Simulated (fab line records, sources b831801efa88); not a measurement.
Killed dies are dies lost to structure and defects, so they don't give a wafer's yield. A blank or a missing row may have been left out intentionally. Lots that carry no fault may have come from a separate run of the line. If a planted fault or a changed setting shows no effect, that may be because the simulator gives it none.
One fault seen from 2 desks || flow gf180mcu || every desk sees just its own numbers, and what lay behind them comes last

## AT THE METROLOGY DESK
Lot by lot, what the gauges showed, no matter which tool ran the lot: averages of those sampled wafers that carry a number. Any lot whose mean is over 4 standard deviations away from the usual mean is out of limits and marked OUT; that distance is given in the brackets.
Columns: A = V3_CVD_00_THK at GF_V3_THK_MEAS_01, usual 603 nm; B = V3_CVD_02_THK at GF_V3_THK_MEAS_03, usual 857 nm; C = V3_BOW at GF_V3_BOW_MEAS_05, usual 117 um
{"lot": "L549", "first seen here": "day 21 07:13", "A": 607, "B": 859, "C": 127}
{"lot": "L561", "first seen here": "day 26 06:23", "A": 607, "B": 841, "C": 116}
{"lot": "L566", "first seen here": "day 27 11:56", "A": 609, "B": 856, "C": 129}
{"lot": "L568", "first seen here": "day 27 18:19", "A": 604, "B": 853, "C": 122}
{"lot": "L569", "first seen here": "day 28 00:51", "A": 601, "B": 856, "C": 118}
{"lot": "L570", "first seen here": "day 28 05:01", "A": 611, "B": 848, "C": 113}
Finding of this desk: none of the 6 lots has anything out of limits.

## THE TOOL OWNER'S DESK: lithoTrack-03
Per lot that ran on this tool, the mean of the sampled wafers carrying a number, from the tool's own readings at GF_V3_SOFTBAKE_10 (time 60 s). Any lot whose mean is over 4 standard deviations away from the usual mean is out of limits and marked OUT; that distance is given in the brackets.
Columns: A = heaterPowerTotalW at GF_V3_SOFTBAKE_10, usual 93.05 W; B = runLengthS at GF_V3_SOFTBAKE_10, usual 89.05 s
{"lot": "L561", "first seen here": "day 26 17:00", "A": 93.04, "B": 89.16}
{"lot": "L566", "first seen here": "day 27 22:00", "A": "96.76 (+64) OUT", "B": "82.75 (-30) OUT"}
{"lot": "L568", "first seen here": "day 28 04:00", "A": "96.77 (+64) OUT", "B": "82.76 (-30) OUT"}
This desk's finding: out of limits on L566, L568; first on L566, day 27 22:00 (heaterPowerTotalW at GF_V3_SOFTBAKE_10). Within limits: L561.

## PUT TOGETHER
The tool owner's desk could have raised an alarm at day 27 22:00, on L566, L568.
From the metrology desk's view, nothing was out of limits.
The metrology desk has L566, L568 on record, within its limits.
All the named lots went through GF_V3_SOFTBAKE_10 on lithoTrack-03.

## WHAT WAS PUT IN BY THE SIMULATOR
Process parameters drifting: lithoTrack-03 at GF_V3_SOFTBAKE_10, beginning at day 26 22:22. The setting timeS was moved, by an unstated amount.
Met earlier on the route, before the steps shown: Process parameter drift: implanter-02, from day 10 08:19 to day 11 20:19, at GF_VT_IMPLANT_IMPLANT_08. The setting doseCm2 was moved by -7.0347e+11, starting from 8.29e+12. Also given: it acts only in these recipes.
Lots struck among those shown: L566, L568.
Time in hours from fault onset to the first out-of-limits reading at each desk: the tool owner's desk, 24.
